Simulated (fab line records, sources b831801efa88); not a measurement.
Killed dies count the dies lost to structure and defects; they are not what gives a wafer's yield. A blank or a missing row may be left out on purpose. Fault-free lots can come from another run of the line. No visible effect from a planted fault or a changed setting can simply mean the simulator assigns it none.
One fault through the eyes of 2 desks	flow gf180mcu	each desk has only its own numbers; what lay behind them comes last

## THE METROLOGY DESK
What the gauges read, lot by lot, whatever tool the lot ran on: means of the sampled wafers that have a number. If a lot's mean is further than 4 standard deviations from the usual mean, the lot is out of limits and carries the mark OUT (the distance appears in the brackets).
Columns: A = NSD_TW at GF_NSD_TW_MEAS_12, usual 4249
lot	first seen here	A
L780	day 12 15:23	4200
L782	day 13 13:17	4201
L783	day 13 15:01	4215
L784	day 13 21:29	4206
L785	day 14 06:10	4190
L789	day 17 03:56	4294
L791	day 17 05:56	4291
L792	day 17 06:00	4251
L797	day 19 15:27	4234
L798	day 20 03:13	4270
L799	day 20 21:57	4250
L801	day 21 06:16	4230
Result from this desk: across the 12 lots, nothing is out of limits.

## TOOL OWNER'S DESK, rieDiel-01
The tool's own readings at GF_STI_ETCH_13 (etches the open film in CHF3/O2, stops on Si, target depth 282.31 nm, time 112.9 s): means of the sampled wafers that have a number, for each lot that ran on this tool. If a lot's mean is further than 4 standard deviations from the usual mean, the lot is out of limits and carries the mark OUT (the distance appears in the brackets).
Columns: A = drypumpMotorCurrentA at GF_STI_ETCH_13, usual 5.8 A; B = oesProductAu at GF_STI_ETCH_13, usual 0.834 a.u.; C = runLengthS at GF_STI_ETCH_13, usual 141.2 s; D = throttleValvePct at GF_STI_ETCH_13, usual 8.811 %
lot	first seen here	A	B	C	D
L782	day 2 12:55	5.8	0.830	141.0	8.814
L784	day 2 21:37	5.9	0.841	141.4	8.815
L789	day 4 05:27	5.3	0.839	141.1	8.824
L797	day 5 17:16	5.5	0.842	140.9	8.803
L798	day 5 22:55	5.9	0.949 (+18) OUT	126.9 (-26) OUT	8.857 (+4.9) OUT
L799	day 6 03:46	5.7	0.891 (+8.8) OUT	134.1 (-13) OUT	8.834
L801	day 6 13:51	5.6	0.944 (+17) OUT	126.9 (-26) OUT	8.843
Finding of this desk: L798, L799, L801 out of limits; the first was L798 at day 5 22:55, on oesProductAu at GF_STI_ETCH_13. L782, L784, L789, L797: within limits.

## ALL TOGETHER
On L798, L799, L801, at day 5 22:55, an alarm was possible from the tool owner's desk.
Metrology desk: nothing out of limits seen.
The metrology desk has L798, L799, L801 on record, within its limits.
Every lot named ran GF_STI_ETCH_13 on rieDiel-01.

## WHAT THE SIMULATOR PUT IN
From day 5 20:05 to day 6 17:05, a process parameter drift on rieDiel-01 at GF_STI_ETCH_13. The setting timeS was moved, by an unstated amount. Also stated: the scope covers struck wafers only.
Struck lots among those shown: L798, L799, L801.
Delay in hours, fault start to first out-of-limits reading, by desk: the tool owner's desk at 3.
